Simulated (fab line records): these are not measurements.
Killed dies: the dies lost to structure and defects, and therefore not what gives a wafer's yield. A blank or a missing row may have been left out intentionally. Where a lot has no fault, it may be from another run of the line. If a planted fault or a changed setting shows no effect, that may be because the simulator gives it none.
Problem report in the 8D (eight disciplines) form, filled by code / flow gf180mcu / the parts of the form that need people (team, actions taken, sign-off) are left out

== 1. WHAT IS WRONG ==
Mean of run-length-s at GF_M2_SOFTBAKE_10: 92.10 s across 6 wafers in 2 lots; on wafers with no fault it is 89.30 s (standard deviation 0.16). Relative to the usual mean, that is a shift of +17 standard deviations.
The step: time 60 s.
First observed at day 24 21:20: wafer L751.2, on litho-track-02. At this step, 39 wafers from 13 lots have a number in the record. Rule for "out" (also "out of limits"): further than 4 standard deviations from the usual mean. Any other wafer with a number is counted as sound.

== 2. WHAT THIS IS AND IS NOT ==
question=which readings at this step | is=run-length-s | is not=exhaust-pa
question=which lots | is=L751, L755 | is not=L737, L738, L740, L741, L743, L745, L746, L747, L748, L749, L752
question=which wafers of those lots | is=all that have a number | is not=-
question=read on which tools | is=litho-track-02 | is not=litho-track-03, litho-track-04
question=when | is=from day 24 21:20 | is not=up to then (30 sound wafers); but 3 sound wafers of L752 came after

== 3. WHAT RULES OUT EACH SUSPECT ==
Counting: a tool at any process step up to the reading remains a suspect when it ran all the lots that are out and ran no sound lot after the first of those.
- pvd-sputter-01 at GF_M2_SPUTTER_01 (material TiN, target thk 30 nm, time 25 s): ruled out as a lasting fault. Following L751 (day 24 10:15), the first lot on it that is out, the sound lots L752 were run on it.
- litho-track-02 at GF_M2_SOFTBAKE_10 (time 60 s): kept. It ran every lot that is out, first L751 (day 24 21:20), and no sound lot after that; its last sound lot up to then is L748 (day 23 19:07). Its own readings are out on those wafers: run-length-s.
The count leaves litho-track-02 at GF_M2_SOFTBAKE_10.

== 4. THE CAUSE (what the simulator had put in) ==
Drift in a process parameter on litho-track-02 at GF_M2_SOFTBAKE_10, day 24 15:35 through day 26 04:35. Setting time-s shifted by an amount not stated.
This tool alone remained once counting was done.

== 5. THE CHAIN OF EFFECTS, in route order ==
Rows list readings where the struck wafers' mean (over those with a number) sits beyond 3 standard deviations from the usual. Readings are gone through only where the record gives a usual standard deviation; hours: the median, over the lots, of the time from a lot's start at the first step in this table giving one to that lot's start at this step; sigmas: the change measured in usual standard deviations.
hours=0; step=GF_M2_SOFTBAKE_10; reading=run-length-s; usual=89.30 s; on struck wafers=92.10; change=+2.80; sigmas=+17
The process steps in it:
- GF_M2_SOFTBAKE_10: time 60 s.

== 6. HOW IT WOULD HAVE BEEN CAUGHT EARLIER ==
6 hours passed between the start of the fault at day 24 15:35 and the first reading out of limits in this record, taken at day 24 21:20.
